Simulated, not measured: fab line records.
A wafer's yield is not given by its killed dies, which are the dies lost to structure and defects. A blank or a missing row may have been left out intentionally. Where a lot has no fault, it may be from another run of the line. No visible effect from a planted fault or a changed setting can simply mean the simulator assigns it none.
fab line records	flow sky130
record: lots: 10	wafers: 30	last-day: 50
route steps=708 shown LDD_HVP@287 LDD_LDN@301 POLY_CUT@316 SD_P@329 PAD_OPEN@708
lots with no fault: from the same line, run without faults
start-h: start of the lot's first displayed wafer, in hours after the record's first day	wait-h: hours since the lot's step before	" unchanged from the row above	L1.1+2: several wafers, shown together as one row	- value missing, or start not given	* or withheld: withheld	< > ~ a bound
route shown NAME@n: NAME is a module with steps in the file, n the number in the route of the first one	usual: the fault-free wafers' mean and standard deviation	same: alike in all rows	chamber/n: place in a boat	sites: per-site readings	_std_site: the values' standard deviation	_edge_site: outer sites' mean less inner sites'	radius-mm: how far each site lies from the wafer's centre	mask NAME#n: copy n	behind: the last tool/chamber to shape the wafer	hold: why the lot was held/for how many hours/how that ended	device: which transistor (n, p or np) failed to switch	end of line: the route-end tests of the same wafers	step lacking rows: just its recipe	killed: not the wafer's yield, but the dies lost to structure and defects at the first sort	map: dies across one wafer; x = killed, . = not, _ = none there
set.NAME: the setting the step ran with; set.NAME@STEP: the setting that earlier step ran with	model.NAME: the simulator's own value behind a step, which no gauge read
steps of the route over a sample of lots; a table a step, a row a wafer
services: from which hour (start-h, from the record's first day; less than 0 if before it) a tool's chamber was out of use, for how many hours, and why
== steps ==
step: SKY_LDD_HVP_STRIP_09
recipe: chemistry: O2/N2	power-w: 1400	pressure-mtorr: 1500	platen-temp-c: withheld	o2-flow-sccm: 3000	n2-flow-sccm: 300	overash-fraction: 0.5
usual: drypump-motor-current-A: 5.7/0.56	oes-product-au: 0.409/0.0048	strip-time-to-endpoint-s: 4.134/0.014
lot.wafer	tool	chamber	start-h	wait-h	drypump-motor-current-A	oes-product-au	rf-hours-counter-h	strip-time-to-endpoint-s
L108.2	plasma-asher-01	1	507.06	0.1	4.8	0.414	82	4.142
L108.3	"	1	"	"	4.8	0.410	-	4.151
L108.4	"	0	"	"	6.3	0.412	-	4.143
L109.3	plasma-asher-04	0	520.44	0.1	6.0	0.407	-	4.136
L109.5	"	1	"	"	5.3	0.395	-	4.109
L109.6	"	0	"	"	6.0	0.410	-	4.101
L111.3	plasma-asher-02	0	539.49	0.1	6.2	0.403	-	4.150
L111.4	"	1	"	"	5.6	0.400	-	4.125
L111.5	"	1	"	"	5.6	0.416	-	4.130
L112.1	plasma-asher-01	1	542.72	0.1	4.8	0.410	86	4.130
L112.3	"	0	"	"	6.3	0.407	-	4.140
L112.5	"	0	"	"	6.3	0.405	-	4.135
L114.3	plasma-asher-01	1	564.21	0.1	4.8	0.401	-	4.128
L114.4	"	0	"	"	6.3	0.412	-	4.094
L114.6	"	0	"	"	6.3	0.412	-	4.120
L115.1	plasma-asher-04	1	573.11	0.1	5.3	0.406	16	4.135
L115.2	"	0	"	"	6.0	0.405	16	4.157
L115.6	"	0	"	"	6.0	0.409	-	4.144
L118.1	plasma-asher-01	1	601.43	0.1	4.8	0.408	91	4.145
L118.3	"	0	"	"	6.3	0.399	-	4.144
L118.4	"	1	"	"	4.8	0.401	-	4.157
L121.1	plasma-asher-04	1	643.42	0.1	5.4	0.402	23	4.122
L121.4	"	1	"	"	5.4	0.415	-	4.122
L121.5	"	0	"	"	6.0	0.408	-	4.133
L126.3	plasma-asher-02	0	672.51	0.1	6.2	0.404	-	4.145
L126.5	"	1	"	"	5.6	0.410	-	4.145
L126.6	"	0	"	"	6.2	0.407	-	4.136
L128.3	plasma-asher-01	0	680.94	0.1	6.3	0.408	-	4.116
L128.4	"	1	"	"	4.8	0.410	-	4.124
L128.5	"	1	"	"	4.8	0.404	-	4.118
step: SKY_LDD_LDN_STRIP_12
recipe: chemistry: O2/N2	power-w: 1400	pressure-mtorr: 1500	platen-temp-c: withheld	o2-flow-sccm: 3000	n2-flow-sccm: 300	overash-fraction: 0.5
usual: drypump-motor-current-A: 5.8/0.4	oes-product-au: 0.715/0.0044	strip-time-to-endpoint-s: 14.19/0.038
lot.wafer	tool	chamber	start-h	wait-h	drypump-motor-current-A	oes-product-au	rf-hours-counter-h	strip-time-to-endpoint-s
L108.2	plasma-asher-04	1	537.89	0.1	5.4	0.709	12	14.30
L108.3	"	0	"	"	6.0	0.712	-	14.25
L108.4	"	1	"	"	5.4	0.719	-	14.26
L109.3	plasma-asher-04	0	551.75	0.1	6.0	0.719	-	14.17
L109.5	"	1	"	"	5.4	0.714	-	14.18
L109.6	"	0	"	"	6.0	0.720	-	14.19
L111.3	plasma-asher-03	1	569.65	0.1	5.3	0.712	-	14.27
L111.4	"	0	"	"	6.2	0.716	-	14.28
L111.5	"	0	"	"	6.2	0.714	-	14.23
L112.1	plasma-asher-03	0	572.83	0.1	6.2	0.717	41	14.19
L112.3	"	0	"	"	6.2	0.720	-	14.19
L112.5	"	1	"	"	5.3	0.717	-	14.19
L114.3	plasma-asher-04	1	594.96	0.1	5.3	0.716	-	14.11
L114.4	"	0	"	"	6.0	0.708	-	14.15
L114.6	"	0	"	"	6.0	0.715	-	14.16
L115.1	plasma-asher-03	1	603.22	0.1	5.4	0.710	44	14.14
L115.2	"	0	"	"	6.2	0.716	44	14.16
L115.6	"	1	"	"	5.3	0.715	-	14.17
L118.1	plasma-asher-03	0	631.04	0.1	6.2	0.719	47	14.22
L118.3	"	1	"	"	5.3	0.708	-	14.24
L118.4	"	0	"	"	6.2	0.708	-	14.23
L121.1	plasma-asher-03	1	672.39	0.1	5.3	0.707	51	14.15
L121.4	"	0	"	"	6.2	0.710	-	14.21
L121.5	"	1	"	"	5.4	0.712	-	14.19
L126.3	plasma-asher-03	1	701.56	0.1	5.3	0.713	-	14.15
L126.5	"	1	"	"	5.3	0.715	-	14.18
L126.6	"	0	"	"	6.2	0.721	-	14.14
L128.3	plasma-asher-02	0	709.01	0.1	6.2	0.707	-	14.20
L128.4	"	1	"	"	5.6	0.712	-	14.23
L128.5	"	1	"	"	5.6	0.719	-	14.23
step: SKY_POLY_CUT_OVL_MEAS_09
usual: POLY_CUT_OVL: 1/4.7
lot.wafer	tool	chamber	start-h	wait-h	POLY_CUT_OVL[nm]
L108.2	overlay-01	-	569.63	0.1	-8
L108.3	"	-	"	"	-7
L108.4	"	-	"	"	-3
L109.3	overlay-02	-	583.35	0.1	-4
L109.5	"	-	"	"	-3
L109.6	"	-	"	"	0
L111.3	overlay-01	-	600.62	0.1	6
L111.4	"	-	"	"	1
L111.5	"	-	"	"	-1
L112.1	overlay-02	-	604.04	0.1	0
L112.3	"	-	"	"	-5
L112.5	"	-	"	"	-12
L114.3	overlay-01	-	625.24	0.1	1
L114.4	"	-	"	"	5
L114.6	"	-	"	"	-1
L115.1	overlay-02	-	634.89	0.1	4
L115.2	"	-	"	"	5
L115.6	"	-	"	"	5
L118.1	overlay-01	-	661.29	0.1	5
L118.3	"	-	"	"	6
L118.4	"	-	"	"	7
L121.1	overlay-02	-	703.28	0.1	-1
L121.4	"	-	"	"	5
L121.5	"	-	"	"	4
L126.3	overlay-01	-	730.99	0.1	-2
L126.5	"	-	"	"	-1
L126.6	"	-	"	"	2
L128.3	overlay-02	-	738.14	0.1	9
L128.4	"	-	"	"	0
L128.5	"	-	"	"	6
step: SKY_SD_P_IMPLANT_09
recipe: species: BF2	energy-kev: 20	dose-cm2: 3e+15	tilt-deg: 0
usual: beam-on-s: 13.3/1.6	dose-ions-cm2: 3e+15/3.3e+12	faraday-current-uA: 12447/1600
lot.wafer	tool	chamber	start-h	wait-h	beam-on-s	dose-ions-cm2	faraday-current-uA
L108.2	implanter-04	0	599.14	0.0	13.2	3.001e+15	12387
L108.3	"	0	"	"	13.3	2.997e+15	12311
L108.4	"	0	"	"	13.6	3e+15	12101
L109.3	implanter-01	0	612.66	0.1	15.4	2.998e+15	10661
L109.5	"	0	"	"	14.7	3.001e+15	11133
L109.6	"	0	"	"	15.5	2.999e+15	10655
L111.3	implanter-03	0	629.96	0.1	10.3	2.998e+15	15622
L111.4	"	0	"	"	10.8	2.997e+15	14966
L111.5	"	0	"	"	10.8	3e+15	15016
L112.1	implanter-01	0	633.13	0.0	15.2	2.995e+15	10823
L112.3	"	0	"	"	14.7	2.999e+15	11162
L112.5	"	0	"	"	15.1	2.998e+15	10935
L114.3	implanter-04	0	654.28	0.1	13.1	2.999e+15	12517
L114.4	"	0	"	"	13.7	2.999e+15	12018
L114.6	"	0	"	"	13.4	2.997e+15	12171
L115.1	implanter-04	0	663.70	0.0	13.7	2.996e+15	11898
L115.2	"	0	"	"	13.7	2.998e+15	12012
L115.6	"	0	"	"	13.3	2.999e+15	12265
L118.1	implanter-01	0	689.75	0.0	15.2	3.002e+15	10890
L118.3	"	0	"	"	14.7	3.001e+15	11183
L118.4	"	0	"	"	14.9	2.997e+15	11048
L121.1	implanter-01	0	730.53	0.0	17.3	3.761e+15	11771
L121.4	"	0	"	"	18.6	3.761e+15	11107
L121.5	"	0	"	"	19.2	3.763e+15	10726
L126.3	implanter-01	0	757.75	0.1	18.8	3.762e+15	10960
L126.5	"	0	"	"	18.5	3.761e+15	11098
L126.6	"	0	"	"	19.5	3.758e+15	10580
L128.3	implanter-03	0	765.33	0.1	10.6	2.996e+15	15140
L128.4	"	0	"	"	10.9	3.004e+15	14883
L128.5	"	0	"	"	10.7	2.996e+15	15263
step: SKY_SD_P_STRIP_10
recipe: chemistry: O2/N2	power-w: 1400	pressure-mtorr: 1500	platen-temp-c: withheld	o2-flow-sccm: 3000	n2-flow-sccm: 300	overash-fraction: 0.5
usual: drypump-motor-current-A: 5.7/0.52	oes-product-au: 0.616/0.0043	strip-time-to-endpoint-s: 17.48/0.044
lot.wafer	tool	chamber	start-h	wait-h	drypump-motor-current-A	oes-product-au	rf-hours-counter-h	strip-time-to-endpoint-s
L108.2	plasma-asher-03	0	599.26	0.1	6.2	0.617	44	17.44
L108.3	"	1	"	"	5.4	0.618	-	17.39
L108.4	"	0	"	"	6.2	0.607	-	17.42
L109.3	plasma-asher-03	0	612.80	0.1	6.3	0.612	-	17.48
L109.5	"	0	"	"	6.2	0.606	-	17.45
L109.6	"	1	"	"	5.3	0.618	-	17.45
L111.3	plasma-asher-04	1	630.10	0.1	5.4	0.624	-	17.51
L111.4	"	0	"	"	6.0	0.617	-	17.46
L111.5	"	0	"	"	6.0	0.609	-	17.45
L112.1	plasma-asher-03	1	633.28	0.1	5.4	0.618	47	17.49
L112.3	"	1	"	"	5.3	0.620	-	17.49
L112.5	"	1	"	"	5.3	0.614	-	17.51
L114.3	plasma-asher-04	1	654.41	0.1	5.4	0.623	-	17.51
L114.4	"	0	"	"	6.0	0.624	-	17.54
L114.6	"	0	"	"	6.0	0.615	-	17.55
L115.1	plasma-asher-01	0	663.85	0.1	6.3	0.620	97	17.56
L115.2	"	1	"	"	4.8	0.610	97	17.58
L115.6	"	1	"	"	4.8	0.617	-	17.57
L118.1	plasma-asher-01	1	689.90	0.1	4.8	0.606	99	17.51
L118.3	"	0	"	"	6.3	0.615	-	17.52
L118.4	"	1	"	"	4.8	0.617	-	17.53
L121.1	plasma-asher-03	0	730.68	0.1	6.2	0.609	57	17.93
L121.4	"	0	"	"	6.2	0.607	-	18.00
L121.5	"	1	"	"	5.3	0.607	-	17.93
L126.3	plasma-asher-04	0	757.88	0.1	6.0	0.609	-	17.95
L126.5	"	0	"	"	6.0	0.609	-	17.94
L126.6	"	1	"	"	5.4	0.604	-	17.96
L128.3	plasma-asher-04	1	765.46	0.1	5.3	0.616	-	17.44
L128.4	"	0	"	"	6.0	0.617	-	17.46
L128.5	"	0	"	"	6.0	0.617	-	17.44
step: SKY_SD_P_TW_MEAS_11
usual: SD_P_TW: 2817/20
lot.wafer	tool	chamber	start-h	wait-h	SD_P_TW
L108.2	film-metro-02	-	599.37	0.1	2817
L108.3	"	-	"	"	2832
L108.4	"	-	"	"	2827
L109.3	film-metro-03	-	612.88	0.1	2797
L109.5	"	-	"	"	2799
L109.6	"	-	"	"	2817
L111.3	film-metro-02	-	630.18	0.1	2810
L111.4	"	-	"	"	2799
L111.5	"	-	"	"	2810
L112.1	film-metro-03	-	633.38	0.1	2777
L112.3	"	-	"	"	2793
L112.5	"	-	"	"	2803
L114.3	film-metro-01	-	654.50	0.1	2834
L114.4	"	-	"	"	2864
L114.6	"	-	"	"	2853
L115.1	film-metro-01	-	663.95	0.1	2846
L115.2	"	-	"	"	2836
L115.6	"	-	"	"	2851
L118.1	film-metro-02	-	690.00	0.1	2817
L118.3	"	-	"	"	2805
L118.4	"	-	"	"	2811
L121.1	film-metro-01	-	730.78	0.1	2914
L121.4	"	-	"	"	2920
L121.5	"	-	"	"	2907
L126.3	film-metro-03	-	757.97	0.1	2906
L126.5	"	-	"	"	2904
L126.6	"	-	"	"	2915
L128.3	film-metro-01	-	765.55	0.1	2822
L128.4	"	-	"	"	2838
L128.5	"	-	"	"	2824
step: SKY_SD_N_RS_MEAS_17
recipe: thk-meas-gauge: four-point-probe
usual: SD_P_RS: 147.2/0.37
lot.wafer	tool	chamber	start-h	wait-h	SD_P_RS[ohm/sq]
L108.2	film-metro-02	-	659.31	0.1	147.7
L108.3	"	-	"	"	148.0
L108.4	"	-	"	"	147.3
L109.3	film-metro-02	-	671.29	0.1	146.4
L109.5	"	-	"	"	146.9
L109.6	"	-	"	"	146.9
L111.3	film-metro-03	-	688.01	0.1	147.3
L111.4	"	-	"	"	147.7
L111.5	"	-	"	"	147.5
L112.1	film-metro-02	-	690.89	0.1	147.9
L112.3	"	-	"	"	147.9
L112.5	"	-	"	"	148.0
L114.3	film-metro-02	-	711.39	0.1	147.3
L114.4	"	-	"	"	147.3
L114.6	"	-	"	"	147.2
L115.1	film-metro-02	-	720.52	0.1	147.0
L115.2	"	-	"	"	146.7
L115.6	"	-	"	"	146.4
L118.1	film-metro-03	-	746.19	0.1	146.5
L118.3	"	-	"	"	146.5
L118.4	"	-	"	"	146.9
L121.1	film-metro-03	-	784.45	0.1	143.9
L121.4	"	-	"	"	144.2
L121.5	"	-	"	"	143.6
L126.3	film-metro-02	-	811.90	0.1	144.0
L126.5	"	-	"	"	144.1
L126.6	"	-	"	"	144.1
L128.3	film-metro-02	-	818.24	0.1	147.1
L128.4	"	-	"	"	147.2
L128.5	"	-	"	"	147.1
step: SKY_PAD_OPEN_PROBE_99
usual: killed_at_M0_to_M3: 44/6.3	killed_at_M4_up: 2.8/1.7	killed-at-contacts: 25/5.8	killed-at-front-end: 14/4.4	killed-at-other: 0.3/0.49	killed-dies: 86/8.7	killed-open: 48/5.8	killed-short: 38/6
same: gross-dies: 492	killed-at-back-side: 0
lot.wafer	tool	chamber	start-h	wait-h	killed_at_M0_to_M3	killed_at_M4_up	killed-at-contacts	killed-at-front-end	killed-at-other	killed-dies	killed-open	killed-short
L121.1	prober-01	-	1173.27	0.1	45	3	33	15	1	97	45	52
L121.4	prober-01	-	1173.42	0.2	45	0	37	13	0	95	55	40
L121.5	prober-01	-	1173.47	0.2	35	3	23	13	1	75	43	32
killed by level:class
L121.1 CONTACT:geometric-particle:open=11 METAL2:geometric-particle:short=9 METAL1:geometric-particle:short=9 LI_CONTACT:geometric-particle:open=8 VIA2:geometric-particle:open=8 VIA1:geometric-particle:short=6 SPACER:geometric-particle:short=5 LI_CONTACT:geometric-particle:short=4
L121.4 CONTACT:geometric-particle:open=15 VIA2:geometric-particle:open=8 VIA1:geometric-particle:open=7 LI_CONTACT:geometric-particle:open=6 CONTACT:geometric-particle:short=6 POLY_GATE:geometric-particle:open=5 LOCAL_INTERCONNECT:geometric-particle:short=5 LI_CONTACT:geometric-particle:short=4
L121.5 CONTACT:geometric-particle:open=10 VIA1:geometric-particle:open=9 POLY_GATE:geometric-particle:short=5 POLY_GATE:geometric-particle:open=5 LOCAL_INTERCONNECT:geometric-particle:short=5 VIA1:geometric-particle:short=5 VIA3:geometric-particle:open=5 VIA2:geometric-particle:open=4
== services ==
tool	chamber	start-h	hours	kind
implanter-01	-	550.58	2.1	repair
implanter-03	-	568.00	2.2	repair
plasma-asher-01	-	580.32	5.3	repair
implanter-03	-	588.62	2.9	repair
plasma-asher-03	-	596.63	2.4	repair
implanter-04	-	613.57	4.0	repair
plasma-asher-01	-	614.11	7.3	repair
plasma-asher-04	-	616.78	2.7	repair
plasma-asher-02	-	618.78	1.1	repair
implanter-01	-	622.19	3.4	repair
implanter-03	-	645.92	3.8	pm
implanter-03	-	651.35	5.7	repair
implanter-04	-	657.28	1.2	repair
implanter-03	-	670.05	4.8	pm
plasma-asher-04	-	674.46	8.6	repair
implanter-03	-	681.46	2.2	repair
plasma-asher-01	-	733.75	9.0	pm
plasma-asher-01	0	733.75	9.0	vent-cycle
plasma-asher-01	1	733.75	9.0	vent-cycle
plasma-asher-01	0	742.75	-	clean
plasma-asher-01	1	742.75	-	clean
plasma-asher-01	-	746.86	4.0	repair
== key ==
first-sign: step: SKY_SD_P_IMPLANT_09	reading: dose-ions-cm2	direction: up	sigmas: 99+	usual: *	struck: *
effect: step: SKY_SD_P_IMPLANT_09	reading: beam-on-s	direction: up	sigmas: 3.3	usual: 13.3	struck: 18.7
effect: step: SKY_SD_P_STRIP_10	reading: strip-time-to-endpoint-s	direction: up	sigmas: 11	usual: *	struck: *
effect: step: SKY_SD_P_TW_MEAS_11	reading: SD_P_TW	direction: up	sigmas: 4.7	usual: 2817	struck: 2911
effect: step: SKY_SD_N_RS_MEAS_17	reading: SD_P_RS	direction: down	sigmas: 8.6	usual: 147.2	struck: 144.0
met-at SKY_SD_P_IMPLANT_09
struck-lots L121,L126
tester-left-out L121,L126
not-acting-at SKY_LDD_HVP_STRIP_09,SKY_LDD_LDN_STRIP_12,SKY_POLY_CUT_OVL_MEAS_09
onset-between 689.75 730.53
fault: kind: process-parameter-drift	tool: implanter-01	chamber: -	onset-h: 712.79	steps: SKY_SD_P_IMPLANT_09	channel: dose-cm2	offset: *	shape: step	end-h: 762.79	acts-in: *	stated: *
tester-left-out: of these lots the tester's yield and bins aren't shown, on N5 and GAA mostly nor the transistor test; their killed dies are dies lost to structure and defects alone, not to doping, threshold or leakage, so they don't give the yield
